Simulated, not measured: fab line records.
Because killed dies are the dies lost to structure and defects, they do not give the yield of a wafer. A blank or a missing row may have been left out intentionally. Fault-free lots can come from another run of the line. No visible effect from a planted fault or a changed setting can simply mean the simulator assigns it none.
Which tool is to blame?	flow gf180mcu	18 wafers from 6 lots sampled at 3 of the route's 602 steps

== WHAT THE GAUGES READ, wafer by wafer ==
GF_V5_THK_MEAS_25: measures by xrf.
lot	measured	on	V5_W_THK (nm)
L276	day 27 21:44	film_metro-03	342 340 340
L278	day 28 05:45	film_metro-01	335 341 339
L280	day 28 23:07	film_metro-01	342 344 343
L284	day 29 23:33	film_metro-01	341 344 344
L294	day 32 21:55	film_metro-03	340 338 346
L296	day 33 04:24	film_metro-01	337 335 339

== TOOL THAT RAN EACH LOT (tool first, then ch and the chambers of the sampled wafers, then the start) ==
lot	GF_V3_ETCH_17	GF_V5_SPUTTER_22
L276	rie_diel-02 ch 0,1,3, day 23 03:00	pvd_sputter-04, day 27 21:28
L278	rie_diel-03 ch 1,2,3, day 23 12:00	pvd_sputter-03, day 28 05:29
L280	rie_diel-04 ch 0,1,3, day 24 08:00	pvd_sputter-02, day 28 22:50
L284	rie_diel-03 ch 0,1,2, day 25 12:00	pvd_sputter-04, day 29 23:15
L294	rie_diel-02 ch 0,2,3, day 28 20:00	pvd_sputter-02, day 32 21:38
L296	rie_diel-04 ch 1,3, day 29 03:00	pvd_sputter-02, day 33 04:07
- GF_V3_ETCH_17: etches SiO2 in C4F8/O2/Ar, stops on TiN, target depth 635 nm.
- GF_V5_SPUTTER_22: material TiN, target thk 10 nm, time 40 s.

== THE ANSWER, worked out from the rows above alone ==
Rule: the usual values come from the lots themselves. The widest of any qualifying gaps counts: lots, ordered by their means at a reading, are off when they make up no more than a third of the lots, leave a main group of 4 or more, and stand apart from it by 3 or more times the standard deviation of that group's means. A main group is skipped when, at the precision printed for the reading in the tables above, its means are all equal. A lot without any number at a reading at which 4 lots or more have one is off too. All remaining lots with rows at the step are treated as sound.
Nothing can be told from this: no lot is off at any reading shown.

== WHAT HAD BEEN PUT IN BY THE SIMULATOR ==
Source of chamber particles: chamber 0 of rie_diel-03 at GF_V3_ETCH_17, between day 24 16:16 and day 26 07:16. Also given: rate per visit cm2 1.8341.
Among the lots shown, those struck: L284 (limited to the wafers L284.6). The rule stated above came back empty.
